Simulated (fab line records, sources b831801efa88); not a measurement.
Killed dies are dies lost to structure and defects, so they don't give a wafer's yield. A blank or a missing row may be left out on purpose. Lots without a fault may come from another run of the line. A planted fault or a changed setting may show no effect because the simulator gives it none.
fab line records | flow sky130
record lots=13 wafers=39 last_day=49
route steps=708 shown VT_ADJUST_PCH@152 SONOS_TUNNEL@161 GATE_OXIDE@198 PAD_OPEN@708
lots that met no fault: from a run of the same line without faults
start_h: hours from the record's first day to the start of the lot's first wafer shown | wait_h: hours since the lot's step before | " the same as in the row above | L1.1+2: a row that stands for several wafers | - no value, or no start given | * or withheld: withheld | < > ~ a bound
route shown NAME@n: a module of which the file shows steps, and the number in the route of the first | usual: mean/standard deviation of fault-free wafers | same: alike in all rows | chamber/n: place in a boat | sites: the reading at each site | _std_site: their standard deviation | _edge_site: outer sites' mean less inner sites' | radius_mm: how far each site lies from the wafer's centre | mask NAME#n: copy n | behind: the tool/chamber that last shaped the wafer | hold: why the lot was held/for how many hours/how that ended | device: the transistor (n, p or np) that didn't switch | end of line: the same wafers' tests at the end of the route | a step without rows: its recipe alone | killed: dies lost to structure and defects at the first sort, not the wafer's yield | map: a wafer's dies, x killed, . not, _ none there
set.NAME: the setting as run; set.NAME@STEP: as run at that earlier step | model.NAME: the simulator's own value behind a step, which no gauge read
steps of the route over a sample of lots; a table a step, a row a wafer
services: from which hour (start_h, from the record's first day; less than 0 if before it) a tool's chamber was out of use, for how many hours, and why
## steps
# step SKY_VT_ADJUST_PCH_STRIP_09
# recipe chemistry=O2/N2 power_w=1400 pressure_mtorr=1500 platen_temp_c=withheld o2_flow_sccm=3000 n2_flow_sccm=300 overash_fraction=0.5
# usual drypump_motor_current_A=5.79/0.28 o2_flow_sccm=3000/8.1 oes_product_au=0.722/0.0047 strip_time_to_endpoint_s=36.85/0.09
# same overash_fraction=0.5
# columns lot.wafer tool chamber start_h wait_h drypump_motor_current_A o2_flow_sccm oes_product_au rf_hours_counter_h strip_time_to_endpoint_s
L909.3 plasma_asher-03 1 230.21 0.1 6.44 2993 0.728 - 36.78
L909.5 " 1 " " 6.46 2995 0.725 - 36.82
L909.6 " 0 " " 6.11 2994 0.721 - 36.76
L911.2 plasma_asher-02 1 237.31 0.1 5.57 2999 0.721 57 36.86
L911.3 " 1 " " 5.55 2999 0.709 - 36.89
L911.6 " 0 " " 5.56 2995 0.725 - 36.91
L914.1 plasma_asher-02 0 263.88 0.1 5.54 3009 0.725 59 36.71
L914.3 " 1 " " 5.56 3006 0.728 - 36.82
L914.6 " 0 " " 5.53 3013 0.722 - 36.78
L915.2 plasma_asher-02 1 271.06 0.1 5.58 2985 0.725 60 36.86
L915.4 " 0 " " 5.55 3004 0.720 - 36.81
L915.6 " 0 " " 5.54 2999 0.719 - 36.90
L916.1 plasma_asher-01 1 279.03 0.1 5.87 2991 0.720 16 36.85
L916.4 " 1 " " 5.88 2998 0.726 - 36.80
L916.5 " 0 " " 5.75 2986 0.723 - 36.78
L917.2 plasma_asher-02 0 285.47 0.1 5.55 2995 0.717 61 36.87
L917.3 " 0 " " 5.53 2996 0.725 - 36.93
L917.6 " 1 " " 5.54 3003 0.726 - 36.89
L919.1 plasma_asher-02 1 306.51 0.1 5.53 2990 0.724 64 36.72
L919.3 " 1 " " 5.54 2991 0.727 - 36.82
L919.5 " 0 " " 5.52 2976 0.726 - 36.79
L920.1 plasma_asher-03 0 307.02 0.1 6.09 3003 0.720 59 36.83
L920.2 " 1 " " 6.43 2999 0.730 59 36.90
L920.3 " 0 " " 6.06 3004 0.727 - 36.83
L921.1 plasma_asher-01 0 318.68 0.1 5.75 3005 0.718 21 36.97
L921.2 " 1 " " 5.89 3011 0.725 21 36.95
L921.6 " 1 " " 5.88 3008 0.719 - 36.83
L922.3 plasma_asher-01 0 326.29 0.1 5.75 2996 0.719 - 36.80
L922.4 " 1 " " 5.86 2997 0.717 - 36.82
L922.6 " 1 " " 5.85 2989 0.724 - 36.81
L924.4 plasma_asher-01 0 338.64 0.1 5.73 2997 0.715 - 36.93
L924.5 " 1 " " 5.86 2996 0.730 - 36.90
L924.6 " 0 " " 5.75 3001 0.730 - 36.89
L925.1 plasma_asher-01 1 349.23 0.1 5.86 3003 0.723 24 36.97
L925.2 " 0 " " 5.74 2997 0.725 24 36.98
L925.3 " 1 " " 5.87 3007 0.731 - 36.93
L927.3 plasma_asher-03 1 362.66 0.1 6.48 3006 0.720 - 36.77
L927.4 " 0 " " 6.06 3001 0.723 - 37.03
L927.5 " 1 " " 6.45 2999 0.723 - 36.97
# step SKY_VT_ADJUST_PCH_TW_MEAS_10
# usual VT_ADJUST_PCH_TW=142.0/2.1
# columns lot.wafer tool chamber start_h wait_h VT_ADJUST_PCH_TW
L909.3 film_metro-01 - 230.30 0.1 143.8
L909.5 " - " " 143.8
L909.6 " - " " 144.4
L911.2 film_metro-01 - 237.42 0.1 143.7
L911.3 " - " " 144.5
L911.6 " - " " 144.2
L914.1 film_metro-01 - 263.98 0.1 144.5
L914.3 " - " " 144.1
L914.6 " - " " 143.4
L915.2 film_metro-04 - 271.17 0.1 142.4
L915.4 " - " " 142.9
L915.6 " - " " 142.8
L916.1 film_metro-01 - 279.13 0.1 143.0
L916.4 " - " " 143.9
L916.5 " - " " 142.9
L917.2 film_metro-01 - 285.58 0.1 143.7
L917.3 " - " " 143.7
L917.6 " - " " 143.5
L919.1 film_metro-01 - 306.61 0.1 143.8
L919.3 " - " " 143.6
L919.5 " - " " 143.3
L920.1 film_metro-02 - 307.12 0.1 138.3
L920.2 " - " " 139.5
L920.3 " - " " 138.1
L921.1 film_metro-01 - 318.78 0.1 143.0
L921.2 " - " " 143.2
L921.6 " - " " 143.4
L922.3 film_metro-01 - 326.38 0.1 144.9
L922.4 " - " " 144.3
L922.6 " - " " 144.7
L924.4 film_metro-02 - 338.74 0.1 139.8
L924.5 " - " " 139.4
L924.6 " - " " 139.9
L925.1 film_metro-02 - 349.33 0.1 139.9
L925.2 " - " " 140.4
L925.3 " - " " 140.2
L927.3 film_metro-02 - 362.74 0.1 139.4
L927.4 " - " " 139.8
L927.5 " - " " 138.9
# step SKY_SONOS_TUNNEL_CD_MEAS_07
# recipe target_cd_nm=410
# usual cd_nm=410.4/2
# columns lot.wafer tool chamber start_h wait_h cd_nm
L909.3 cd_sem-02 - 253.54 0.1 410.1
L909.5 " - " " 409.9
L909.6 " - " " 410.4
L911.2 cd_sem-02 - 260.02 0.1 409.5
L911.3 " - " " 410.3
L911.6 " - " " 411.3
L914.1 cd_sem-01 - 288.05 0.1 408.6
L914.3 " - " " 411.1
L914.6 " - " " 411.1
L915.2 cd_sem-01 - 295.44 0.1 409.7
L915.4 " - " " 411.4
L915.6 " - " " 411.1
L916.1 cd_sem-02 - 304.15 0.1 414.1
L916.4 " - " " 412.2
L916.5 " - " " 413.0
L917.2 cd_sem-01 - 311.19 0.1 406.7
L917.3 " - " " 408.7
L917.6 " - " " 408.6
L919.1 cd_sem-02 - 333.02 0.1 413.6
L919.3 " - " " 413.8
L919.5 " - " " 413.5
L920.1 cd_sem-02 - 333.54 0.1 409.1
L920.2 " - " " 407.5
L920.3 " - " " 406.3
L921.1 cd_sem-01 - 345.04 0.1 407.2
L921.2 " - " " 407.3
L921.6 " - " " 406.9
L922.3 cd_sem-01 - 352.59 0.1 411.1
L922.4 " - " " 412.2
L922.6 " - " " 410.2
L924.4 cd_sem-01 - 366.05 0.1 407.6
L924.5 " - " " 407.2
L924.6 " - " " 408.0
L925.1 cd_sem-02 - 377.52 0.1 410.9
L925.2 " - " " 409.2
L925.3 " - " " 408.7
L927.3 cd_sem-01 - 390.86 0.1 411.1
L927.4 " - " " 409.2
L927.5 " - " " 413.0
# step SKY_GATE_OXIDE_IMPLANT_11
# recipe species=B energy_kev=10 dose_cm2=2.6e+12 tilt_deg=withheld
# same implant_ion_amu=11
# columns lot.wafer tool chamber start_h wait_h
L909.3+5+6 implanter-02 0 310.66 0.1
L911.2+3+6 implanter-03 0 322.65 0.0
L914.1+3+6 implanter-02 0 348.78 0.0
L915.2+4+6 implanter-02 0 357.08 0.0
L916.1+4+5 implanter-02 0 363.81 0.0
L917.2+3+6 implanter-04 0 373.63 0.0
L919.1+3+5 implanter-04 0 395.41 0.0
L920.1+2+3 implanter-04 0 398.87 0.0
L921.1+2+6 implanter-04 0 410.26 0.0
L922.3+4+6 implanter-02 0 420.23 0.1
L924.4+5+6 implanter-03 0 434.55 0.1
L925.1+2+3 implanter-02 0 446.41 0.0
L925.1+2+3 implanter-02 0 446.72 0.3
L927.3+4+5 implanter-02 0 462.03 0.1
L927.3+4+5 implanter-02 0 462.34 0.3
# step SKY_GATE_OXIDE_TW_MEAS_14
# usual GATE_OXIDE_TW=222.8/2.3
# columns lot.wafer tool chamber start_h wait_h GATE_OXIDE_TW
L909.3 film_metro-04 - 310.98 0.1 223.4
L909.5 " - " " 224.3
L909.6 " - " " 225.4
L911.2 film_metro-03 - 322.99 0.1 223.7
L911.3 " - " " 223.3
L911.6 " - " " 222.2
L914.1 film_metro-03 - 349.13 0.1 223.2
L914.3 " - " " 222.0
L914.6 " - " " 223.7
L915.2 film_metro-03 - 357.42 0.1 224.0
L915.4 " - " " 223.4
L915.6 " - " " 223.6
L916.1 film_metro-02 - 364.16 0.1 219.4
L916.4 " - " " 218.8
L916.5 " - " " 218.5
L917.2 film_metro-02 - 373.97 0.1 219.6
L917.3 " - " " 219.0
L917.6 " - " " 220.4
L919.1 film_metro-03 - 395.76 0.1 224.0
L919.3 " - " " 223.8
L919.5 " - " " 223.0
L920.1 film_metro-02 - 399.22 0.1 220.3
L920.2 " - " " 221.0
L920.3 " - " " 221.2
L921.1 film_metro-04 - 410.61 0.1 225.9
L921.2 " - " " 226.5
L921.6 " - " " 225.2
L922.3 film_metro-04 - 420.55 0.1 225.0
L922.4 " - " " 226.1
L922.6 " - " " 225.9
L924.4 film_metro-02 - 434.85 0.1 221.3
L924.5 " - " " 220.7
L924.6 " - " " 221.1
L925.1 film_metro-02 - 447.07 0.1 269.7
L925.2 " - " " 270.0
L925.3 " - " " 271.4
L927.3 film_metro-02 - 462.67 0.1 268.3
L927.4 " - " " 269.2
L927.5 " - " " 268.0
# step SKY_PAD_OPEN_PROBE_99
# usual killed_at_M0_to_M3=43/7.3 killed_at_M4_up=3.1/1.8 killed_at_contacts=24/5.4 killed_at_front_end=15/4.1 killed_at_other=0.2/0.52 killed_dies=86/10 killed_open=47/7.3 killed_short=39/6.4
# same gross_dies=492 killed_at_back_side=0
# columns lot.wafer tool chamber start_h wait_h killed_at_M0_to_M3 killed_at_M4_up killed_at_contacts killed_at_front_end killed_at_other killed_dies killed_open killed_short
L909.3 prober-01 - 1074.98 0.2 44 4 22 11 0 81 36 45
L909.5 prober-01 - 1075.08 0.2 34 5 19 13 0 71 33 37
L909.6 prober-01 - 1075.13 0.2 39 2 23 9 0 73 40 33
L911.2 prober-01 - 1082.87 0.1 55 3 24 6 1 89 52 37
L911.3 prober-01 - 1082.92 0.2 44 5 27 12 0 88 43 45
L911.6 prober-01 - 1083.07 0.2 42 2 30 15 0 89 50 39
L914.1 prober-02 - 1104.31 0.1 44 4 22 16 0 86 49 37
L914.3 prober-02 - 1104.41 0.2 36 1 13 12 0 62 35 27
L914.6 prober-02 - 1104.56 0.2 32 4 27 12 1 76 38 38
L915.2 prober-01 - 1116.36 0.1 53 1 18 16 0 88 44 44
L915.4 prober-01 - 1116.46 0.2 48 1 23 24 0 96 60 36
L915.6 prober-01 - 1116.56 0.2 62 2 26 21 1 112 58 53
L916.1 prober-02 - 1117.06 0.1 41 2 30 10 0 83 44 39
L916.4 prober-02 - 1117.21 0.2 54 3 24 15 0 96 57 39
L916.5 prober-02 - 1117.26 0.2 50 1 24 13 0 88 45 43
L917.2 prober-01 - 1121.60 0.1 32 3 17 7 0 59 29 30
L917.3 prober-01 - 1121.65 0.2 38 4 35 20 0 97 48 49
L917.6 prober-01 - 1121.80 0.2 40 4 24 15 1 84 52 32
L919.1 prober-01 - 1137.30 0.1 41 2 29 15 0 87 46 41
L919.3 prober-01 - 1137.40 0.2 43 1 17 13 0 74 44 30
L919.5 prober-01 - 1137.50 0.2 44 3 31 21 1 100 58 42
L920.1 prober-02 - 1142.10 0.1 39 3 37 20 0 99 50 49
L920.2 prober-02 - 1142.15 0.1 37 3 27 17 0 84 48 35
L920.3 prober-02 - 1142.20 0.2 44 5 35 12 0 96 56 40
L921.1 prober-01 - 1147.62 0.1 60 7 16 12 0 95 43 52
L921.2 prober-01 - 1147.67 0.1 55 0 19 17 0 91 54 37
L921.6 prober-01 - 1147.87 0.2 42 1 21 18 2 84 43 41
L922.3 prober-02 - 1152.07 0.2 44 2 18 15 1 80 48 32
L922.4 prober-02 - 1152.12 0.2 54 2 26 22 2 106 50 56
L922.6 prober-02 - 1152.22 0.2 39 5 27 15 0 86 46 40
L924.4 prober-02 - 1165.70 0.2 44 5 13 15 0 77 48 29
L924.5 prober-02 - 1165.75 0.2 48 3 19 18 0 88 45 43
L924.6 prober-02 - 1165.80 0.2 60 5 23 12 0 100 62 38
L925.1 prober-01 - 1168.72 0.1 36 5 17 15 0 73 45 28
L925.2 prober-01 - 1168.77 0.1 44 1 18 11 0 74 41 33
L925.3 prober-01 - 1168.82 0.2 33 2 21 15 0 71 36 35
L927.3 prober-02 - 1175.71 0.2 54 3 27 23 0 107 60 47
L927.4 prober-02 - 1175.76 0.2 39 0 29 15 1 84 46 38
L927.5 prober-02 - 1175.81 0.2 37 0 34 14 0 85 47 38
# killed by level:class
L909.3 VIA1:geometric_particle:open=11 CONTACT:geometric_particle:open=9 METAL1:geometric_particle:short=9 CONTACT:geometric_particle:short=6 METAL3:geometric_particle:short=6 VIA1:geometric_particle:short=4 SPACER:geometric_particle:short=3 LOCAL_INTERCONNECT:geometric_particle:short=3
L909.5 VIA1:geometric_particle:open=10 LI_CONTACT:geometric_particle:open=6 CONTACT:geometric_particle:open=6 METAL4:geometric_particle:short=5 VIA1:geometric_particle:short=5 FIELD_ISO:geometric_particle:open=4 CONTACT:geometric_particle:short=4 METAL2:geometric_particle:short=4
L909.6 CONTACT:geometric_particle:open=12 VIA1:geometric_particle:open=11 METAL2:geometric_particle:short=8 CONTACT:geometric_particle:short=7 METAL1:geometric_particle:short=4 VIA2:geometric_particle:open=4 FIELD_ISO:geometric_particle:short=3 LI_CONTACT:geometric_particle:open=3
L911.2 VIA1:geometric_particle:open=16 CONTACT:geometric_particle:open=11 VIA3:geometric_particle:open=9 METAL1:geometric_particle:short=8 VIA2:geometric_particle:open=6 METAL2:geometric_particle:short=5 VIA1:geometric_particle:short=4 CONTACT:geometric_particle:short=4
L911.3 METAL1:geometric_particle:short=10 CONTACT:geometric_particle:open=9 VIA2:geometric_particle:open=8 CONTACT:geometric_particle:short=8 METAL2:geometric_particle:short=7 VIA1:geometric_particle:open=6 LI_CONTACT:geometric_particle:open=5 VIA1:geometric_particle:short=4
L911.6 CONTACT:geometric_particle:open=14 LOCAL_INTERCONNECT:geometric_particle:short=9 VIA1:geometric_particle:open=8 VIA1:geometric_particle:short=6 POLY_GATE:geometric_particle:open=5 VIA3:geometric_particle:open=5 METAL1:geometric_particle:short=5 FIELD_ISO:geometric_particle:short=4
L914.1 VIA1:geometric_particle:open=10 LI_CONTACT:geometric_particle:open=9 VIA3:geometric_particle:open=9 METAL2:geometric_particle:short=8 CONTACT:geometric_particle:open=6 FIELD_ISO:geometric_particle:open=4 FIELD_ISO:geometric_particle:short=4 VIA3:geometric_particle:short=4
L914.3 VIA1:geometric_particle:open=9 METAL2:geometric_particle:short=6 CONTACT:geometric_particle:open=6 VIA1:geometric_particle:short=5 METAL1:geometric_particle:short=4 POLY_CUT:geometric_particle:open=3 FIELD_ISO:geometric_particle:short=3 LI_CONTACT:geometric_particle:open=3
L914.6 LI_CONTACT:geometric_particle:open=8 CONTACT:geometric_particle:short=8 CONTACT:geometric_particle:open=7 VIA1:geometric_particle:short=7 VIA1:geometric_particle:open=7 VIA3:geometric_particle:open=5 VIA2:geometric_particle:open=4 FIELD_ISO:geometric_particle:short=3
L915.2 VIA1:geometric_particle:short=10 VIA1:geometric_particle:open=10 LI_CONTACT:geometric_particle:open=7 METAL2:geometric_particle:short=6 METAL1:geometric_particle:short=5 VIA2:geometric_particle:open=5 VIA3:geometric_particle:open=5 FIELD_ISO:geometric_particle:open=4
L915.4 VIA1:geometric_particle:open=12 LI_CONTACT:geometric_particle:open=10 CONTACT:geometric_particle:open=9 FIELD_ISO:geometric_particle:open=7 POLY_GATE:geometric_particle:open=6 METAL1:geometric_particle:short=6 FIELD_ISO:geometric_particle:short=4 METAL3:geometric_particle:short=4
L915.6 VIA1:geometric_particle:open=16 CONTACT:geometric_particle:open=11 METAL2:geometric_particle:short=10 LI_CONTACT:geometric_particle:open=9 FIELD_ISO:geometric_particle:short=8 METAL1:geometric_particle:short=8 VIA2:geometric_particle:open=7 VIA1:geometric_particle:short=6
L916.1 LI_CONTACT:geometric_particle:open=11 VIA1:geometric_particle:open=9 LI_CONTACT:geometric_particle:short=8 CONTACT:geometric_particle:open=7 METAL3:geometric_particle:short=5 METAL2:geometric_particle:short=5 VIA3:geometric_particle:open=5 VIA2:geometric_particle:short=4
L916.4 VIA1:geometric_particle:open=16 CONTACT:geometric_particle:open=9 VIA3:geometric_particle:open=8 METAL1:geometric_particle:short=8 VIA2:geometric_particle:open=7 LI_CONTACT:geometric_particle:open=6 FIELD_ISO:geometric_particle:short=5 FIELD_ISO:geometric_particle:open=4
L916.5 CONTACT:geometric_particle:open=10 VIA1:geometric_particle:open=10 VIA1:geometric_particle:short=9 VIA3:geometric_particle:open=6 LOCAL_INTERCONNECT:geometric_particle:short=5 VIA2:geometric_particle:open=5 METAL2:geometric_particle:short=5 FIELD_ISO:geometric_particle:short=4
L917.2 CONTACT:geometric_particle:open=7 VIA1:geometric_particle:open=5 METAL2:geometric_particle:short=5 METAL1:geometric_particle:short=4 VIA1:geometric_particle:short=4 VIA3:geometric_particle:open=4 LI_CONTACT:geometric_particle:short=3 LI_CONTACT:geometric_particle:open=3
L917.3 LOCAL_INTERCONNECT:geometric_particle:short=9 CONTACT:geometric_particle:short=9 VIA3:geometric_particle:open=9 LI_CONTACT:geometric_particle:open=8 CONTACT:geometric_particle:open=8 VIA2:geometric_particle:open=7 FIELD_ISO:geometric_particle:open=6 FIELD_ISO:geometric_particle:short=6
L917.6 CONTACT:geometric_particle:open=11 VIA1:geometric_particle:open=10 LI_CONTACT:geometric_particle:open=6 VIA3:geometric_particle:open=6 VIA1:geometric_particle:short=6 POLY_GATE:geometric_particle:open=5 LOCAL_INTERCONNECT:geometric_particle:short=5 SPACER:geometric_particle:open=4
L919.1 CONTACT:geometric_particle:open=10 VIA3:geometric_particle:open=8 VIA2:geometric_particle:open=7 CONTACT:geometric_particle:short=7 VIA1:geometric_particle:open=6 VIA1:geometric_particle:short=6 FIELD_ISO:geometric_particle:short=5 POLY_GATE:geometric_particle:open=4
L919.3 VIA1:geometric_particle:open=12 VIA3:geometric_particle:open=7 LI_CONTACT:geometric_particle:open=6 CONTACT:geometric_particle:open=6 VIA2:geometric_particle:open=5 METAL3:geometric_particle:short=5 FIELD_ISO:geometric_particle:short=4 METAL1:geometric_particle:short=4
L919.5 VIA1:geometric_particle:open=13 CONTACT:geometric_particle:open=12 LI_CONTACT:geometric_particle:open=9 FIELD_ISO:geometric_particle:open=6 LI_CONTACT:geometric_particle:short=5 METAL2:geometric_particle:short=5 VIA3:geometric_particle:open=5 METAL1:geometric_particle:short=4
L920.1 VIA1:geometric_particle:open=13 CONTACT:geometric_particle:short=11 LI_CONTACT:geometric_particle:open=9 FIELD_ISO:geometric_particle:open=8 CONTACT:geometric_particle:open=7 VIA3:geometric_particle:short=7 LOCAL_INTERCONNECT:geometric_particle:short=6 VIA3:geometric_particle:open=5
L920.2 CONTACT:geometric_particle:open=9 VIA1:geometric_particle:open=9 LI_CONTACT:geometric_particle:open=8 VIA3:geometric_particle:open=7 FIELD_ISO:geometric_particle:open=5 VIA1:geometric_particle:short=5 POLY_GATE:geometric_particle:open=4 LOCAL_INTERCONNECT:geometric_particle:short=4
L920.3 CONTACT:geometric_particle:open=15 VIA2:geometric_particle:open=10 LI_CONTACT:geometric_particle:open=8 VIA1:geometric_particle:open=8 METAL2:geometric_particle:short=7 CONTACT:geometric_particle:short=7 FIELD_ISO:geometric_particle:open=5 VIA2:geometric_particle:short=5
L921.1 VIA1:geometric_particle:open=16 VIA1:geometric_particle:short=9 METAL1:geometric_particle:short=9 VIA3:geometric_particle:short=9 POLY_GATE:geometric_particle:short=6 CONTACT:geometric_particle:open=6 LI_CONTACT:geometric_particle:open=5 CONTACT:geometric_particle:short=5
L921.2 VIA1:geometric_particle:open=13 VIA2:geometric_particle:open=11 CONTACT:geometric_particle:open=8 VIA1:geometric_particle:short=6 FIELD_ISO:geometric_particle:open=5 CONTACT:geometric_particle:short=5 METAL1:geometric_particle:short=5 METAL2:geometric_particle:short=5
L921.6 CONTACT:geometric_particle:open=8 FIELD_ISO:geometric_particle:open=7 VIA1:geometric_particle:short=7 LI_CONTACT:geometric_particle:open=6 VIA2:geometric_particle:open=6 VIA2:geometric_particle:short=5 METAL2:geometric_particle:short=5 FIELD_ISO:geometric_particle:short=4
L922.3 VIA3:geometric_particle:open=11 VIA1:geometric_particle:open=7 CONTACT:geometric_particle:open=6 METAL2:geometric_particle:short=6 FIELD_ISO:geometric_particle:open=5 POLY_GATE:geometric_particle:open=5 VIA1:geometric_particle:short=5 METAL1:geometric_particle:short=5
L922.4 POLY_GATE:geometric_particle:short=8 CONTACT:geometric_particle:open=8 CONTACT:geometric_particle:short=7 METAL1:geometric_particle:short=7 VIA1:geometric_particle:open=7 VIA3:geometric_particle:open=7 VIA1:geometric_particle:short=6 VIA2:geometric_particle:short=6
L922.6 VIA1:geometric_particle:open=10 LI_CONTACT:geometric_particle:open=7 VIA2:geometric_particle:open=7 CONTACT:geometric_particle:open=6 METAL2:geometric_particle:short=6 LOCAL_INTERCONNECT:geometric_particle:short=5 CONTACT:geometric_particle:short=5 FIELD_ISO:geometric_particle:open=4
L924.4 VIA2:geometric_particle:open=9 VIA1:geometric_particle:open=8 POLY_GATE:geometric_particle:open=7 VIA3:geometric_particle:open=7 CONTACT:geometric_particle:open=6 METAL2:geometric_particle:short=5 LI_CONTACT:geometric_particle:open=4 METAL4:geometric_particle:short=4
L924.5 VIA1:geometric_particle:short=9 CONTACT:geometric_particle:open=7 METAL2:geometric_particle:open=6 METAL1:geometric_particle:short=6 VIA3:geometric_particle:open=6 METAL2:geometric_particle:short=5 POLY_GATE:geometric_particle:open=4 VIA2:geometric_particle:short=4
L924.6 VIA1:geometric_particle:open=12 VIA3:geometric_particle:open=12 VIA2:geometric_particle:open=9 METAL1:geometric_particle:short=9 LI_CONTACT:geometric_particle:open=7 CONTACT:geometric_particle:open=5 VIA1:geometric_particle:short=5 METAL2:geometric_particle:short=5
L925.1 VIA2:geometric_particle:open=7 VIA1:geometric_particle:open=7 CONTACT:geometric_particle:open=7 FIELD_ISO:geometric_particle:open=5 LI_CONTACT:geometric_particle:open=5 VIA3:geometric_particle:open=5 METAL2:geometric_particle:short=4 VIA3:geometric_particle:short=4
L925.2 VIA1:geometric_particle:short=8 VIA3:geometric_particle:open=8 CONTACT:geometric_particle:open=7 VIA1:geometric_particle:open=6 VIA2:geometric_particle:open=6 METAL2:geometric_particle:short=5 LI_CONTACT:geometric_particle:open=5 VIA2:geometric_particle:short=4
L925.3 VIA1:geometric_particle:open=9 CONTACT:geometric_particle:short=8 VIA3:geometric_particle:short=6 POLY_GATE:geometric_particle:open=5 LI_CONTACT:geometric_particle:open=5 VIA3:geometric_particle:open=5 FIELD_ISO:geometric_particle:short=4 FIELD_ISO:geometric_particle:open=3
L927.3 VIA1:geometric_particle:open=11 CONTACT:geometric_particle:open=11 VIA3:geometric_particle:open=9 FIELD_ISO:geometric_particle:open=8 METAL2:geometric_particle:short=8 VIA1:geometric_particle:short=7 LOCAL_INTERCONNECT:geometric_particle:short=7 VIA2:geometric_particle:open=7
L927.4 VIA1:geometric_particle:open=12 CONTACT:geometric_particle:open=10 LOCAL_INTERCONNECT:geometric_particle:short=7 FIELD_ISO:geometric_particle:open=6 LI_CONTACT:geometric_particle:open=6 METAL2:geometric_particle:short=6 METAL1:geometric_particle:short=5 VIA3:geometric_particle:open=5
L927.5 CONTACT:geometric_particle:open=14 METAL1:geometric_particle:short=9 VIA1:geometric_particle:open=8 LOCAL_INTERCONNECT:geometric_particle:short=6 LI_CONTACT:geometric_particle:open=5 POLY_GATE:geometric_particle:short=4 VIA2:geometric_particle:open=4 METAL2:geometric_particle:short=4
## services
# columns tool chamber start_h hours kind
plasma_asher-03 - 214.73 5.4 repair
implanter-03 - 214.97 2.8 repair
implanter-03 - 229.22 2.8 repair
implanter-04 - 241.23 9.9 repair
implanter-04 - 255.79 1.3 repair
plasma_asher-01 - 269.37 3.2 repair
implanter-03 - 287.56 0.5 repair
implanter-02 - 292.84 2.2 repair
implanter-04 - 295.59 0.8 repair
plasma_asher-02 - 311.08 0.5 repair
plasma_asher-01 - 334.71 2.2 repair
implanter-02 - 341.40 0.9 repair
plasma_asher-01 - 359.88 2.8 pm
implanter-02 - 394.73 6.7 pm
implanter-03 - 420.01 2.3 repair
plasma_asher-02 - 421.28 9.0 pm
plasma_asher-02 0 421.28 9.0 vent_cycle
plasma_asher-02 1 421.28 9.0 vent_cycle
plasma_asher-02 0 430.28 - clean
plasma_asher-02 - 438.27 1.1 repair
plasma_asher-02 - 449.94 0.5 repair
plasma_asher-01 - 450.94 0.7 repair
plasma_asher-03 - 460.92 0.6 repair
implanter-03 - 461.44 5.3 pm
## key
first_sign step=SKY_GATE_OXIDE_IMPLANT_11 reading=visit direction=added
effect step=SKY_GATE_OXIDE_TW_MEAS_14 reading=GATE_OXIDE_TW direction=up sigmas=20 usual=222.8 struck=269.4
met_at SKY_GATE_OXIDE_IMPLANT_11
struck_lots L925,L927
tester_left_out L925,L927
not_acting_at SKY_VT_ADJUST_PCH_STRIP_09,SKY_VT_ADJUST_PCH_TW_MEAS_10,SKY_SONOS_TUNNEL_CD_MEAS_07
fault kind=repeated_step_whole tool=implanter-02,implanter-03,implanter-04 chamber=- onset_h=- steps=SKY_GATE_OXIDE_IMPLANT_11 times=1 scope=struck_lots_only
# tester_left_out: of these lots the tester's yield and bins aren't shown, on N5 and GAA mostly nor the transistor test; their killed dies are dies lost to structure and defects alone, not to doping, threshold or leakage, so they don't give the yield
